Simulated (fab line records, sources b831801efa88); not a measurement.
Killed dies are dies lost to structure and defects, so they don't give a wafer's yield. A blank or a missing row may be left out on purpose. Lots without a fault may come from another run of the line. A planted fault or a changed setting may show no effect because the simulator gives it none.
Which tool did it? | flow gf180mcu | 13 lots, 39 wafers sampled, at 4 steps of a route of 602

WHAT THE GAUGES READ, wafer by wafer
GF_TOP_METAL_OVL_MEAS_15.
lot  | measured     | on         | TOP_METAL_OVL (nm)
L366 | day 28 09:52 | overlay-01 | 0.7 0.9 -0.9
L368 | day 28 15:23 | overlay-01 | 0.6 -1.3 -0.4
L367 | day 28 15:37 | overlay-02 | -1.0 1.2 -0.8
L369 | day 29 10:07 | overlay-02 | -0.7 -0.3 -2.0
L370 | day 29 17:01 | overlay-02 | -0.1 0.8 -1.2
L373 | day 30 07:28 | overlay-01 | 2.0 0.8 0.3
L372 | day 30 12:01 | overlay-02 | -0.1 -0.6 -0.2
L377 | day 31 15:45 | overlay-01 | 0.1 3.1 3.4
L379 | day 32 01:31 | overlay-02 | 0.7 1.3 -0.9
L381 | day 32 11:42 | overlay-02 | 1.4 -0.5 1.1
L383 | day 33 02:31 | overlay-01 | 0.2 -1.0 0.1
L387 | day 33 16:51 | overlay-02 | 0.3 -0.4 -0.5
L389 | day 34 06:04 | overlay-01 | 1.8 0.3 1.1

GF_PASSIVATION_BOW_MEAS_14.
lot  | measured     | on            | PASSIVATION_BOW (um)
L366 | day 29 08:23 | film_metro-04 | 133 125 135
L368 | day 29 13:36 | film_metro-02 | 144 148 146
L367 | day 29 15:04 | film_metro-01 | 125 127 142
L369 | day 30 07:58 | film_metro-04 | 132 120 136
L370 | day 30 15:00 | film_metro-02 | 135 133 124
L373 | day 31 04:11 | film_metro-01 | 150 147 135
L372 | day 31 09:15 | film_metro-01 | 144 145 146
L377 | day 32 11:29 | film_metro-01 | 117 113 123
L379 | day 32 20:59 | film_metro-04 | 145 151 148
L381 | day 33 06:46 | film_metro-02 | 143 142 151
L383 | day 34 04:38 | film_metro-04 | 117 120 136
L387 | day 34 11:08 | film_metro-02 | 129 131 130
L389 | day 34 23:35 | film_metro-02 | 140 136 136

WHICH TOOL RAN EACH LOT (tool, then ch and the chambers of the sampled wafers, then the start)
lot  | GF_M2_SPUTTER_02             | GF_TOP_METAL_SPUTTER_01
L366 | pvd_sputter-02, day 18 12:19 | pvd_sputter-03, day 27 13:56
L368 | pvd_sputter-04, day 18 19:31 | pvd_sputter-03, day 27 19:44
L367 | pvd_sputter-02, day 18 21:56 | pvd_sputter-02, day 27 20:04
L369 | pvd_sputter-04, day 19 16:50 | pvd_sputter-02, day 28 14:27
L370 | pvd_sputter-02, day 20 05:53 | pvd_sputter-03, day 28 21:58
L373 | pvd_sputter-04, day 20 21:43 | pvd_sputter-04, day 29 12:34
L372 | pvd_sputter-03, day 21 03:13 | pvd_sputter-02, day 29 16:46
L377 | pvd_sputter-04, day 22 16:11 | pvd_sputter-02, day 30 21:51
L379 | pvd_sputter-04, day 23 04:07 | pvd_sputter-04, day 31 07:46
L381 | pvd_sputter-02, day 23 20:14 | pvd_sputter-02, day 31 18:58
L383 | pvd_sputter-03, day 24 13:53 | pvd_sputter-04, day 32 09:47
L387 | pvd_sputter-02, day 25 10:14 | pvd_sputter-02, day 33 01:04
L389 | pvd_sputter-03, day 26 04:59 | pvd_sputter-02, day 33 14:38
- GF_M2_SPUTTER_02: material AlCu, target thk 450 nm, time 23.9 s.
- GF_TOP_METAL_SPUTTER_01: material TiN, target thk 30 nm, time 25 s.

WHAT THE TOOLS THEMSELVES READ (means of the sampled wafers that have a number; where no wafer has one, the mark that the record gives instead)
GF_M2_SPUTTER_02.
lot  | tool           | chamber_pressure_pa (Pa) | throttle_valve_pct (%)
L366 | pvd_sputter-02 | 0.4000                   | 30.0
L368 | pvd_sputter-04 | 0.3998                   | 31.3
L367 | pvd_sputter-02 | 0.4007                   | 29.3
L369 | pvd_sputter-04 | 0.3998                   | 30.7
L370 | pvd_sputter-02 | 0.4007                   | 29.4
L373 | pvd_sputter-04 | 0.4004                   | 31.0
L372 | pvd_sputter-03 | 0.3995                   | 29.6
L377 | pvd_sputter-04 | 0.4002                   | 31.3
L379 | pvd_sputter-04 | 0.4000                   | 31.0
L381 | pvd_sputter-02 | 0.3993                   | 29.4
L383 | pvd_sputter-03 | 0.3999                   | 29.8
L387 | pvd_sputter-02 | 0.3997                   | 29.3
L389 | pvd_sputter-03 | 0.3995                   | 30.6

GF_TOP_METAL_SPUTTER_01.
lot  | tool           | chamber_pressure_pa (Pa) | throttle_valve_pct (%)
L366 | pvd_sputter-03 | 0.3998                   | 31.4
L368 | pvd_sputter-03 | 0.3996                   | 31.2
L367 | pvd_sputter-02 | 0.3991                   | 29.5
L369 | pvd_sputter-02 | 0.4006                   | 30.1
L370 | pvd_sputter-03 | 0.3997                   | 31.2
L373 | pvd_sputter-04 | 0.4007                   | 31.2
L372 | pvd_sputter-02 | 0.4005                   | 29.5
L377 | pvd_sputter-02 | 0.3991                   | 29.9
L379 | pvd_sputter-04 | 0.4013                   | 30.3
L381 | pvd_sputter-02 | 0.4009                   | 29.5
L383 | pvd_sputter-04 | 0.3999                   | 30.9
L387 | pvd_sputter-02 | 0.3999                   | 29.4
L389 | pvd_sputter-02 | 0.3996                   | 29.5

THE ANSWER, worked out from the rows above alone
Rule: what is usual is taken from the lots themselves. Put in order of their means at a reading, lots are off if they are a third of the lots or fewer, leave a main group of 4 or more, and stand apart from it by a gap of 3 or more times the standard deviation of the main group's means; of several such gaps the widest counts. A main group whose means are all the same, to the digits that the tables above print for the reading, isn't used. A lot without any number at a reading at which 4 lots or more have one is off too. The other lots that the step has rows for count as sound. The gauges are gone through in route order, then the tools' own readings, and for those a lot's mean is taken as printed above. The first step at which some lot is off is used, and at that step the reading that is off furthest; a lot without a number counts as furthest.
No lot is off at any reading shown: from this, nothing can be told.

WHAT THE SIMULATOR HAD PUT IN
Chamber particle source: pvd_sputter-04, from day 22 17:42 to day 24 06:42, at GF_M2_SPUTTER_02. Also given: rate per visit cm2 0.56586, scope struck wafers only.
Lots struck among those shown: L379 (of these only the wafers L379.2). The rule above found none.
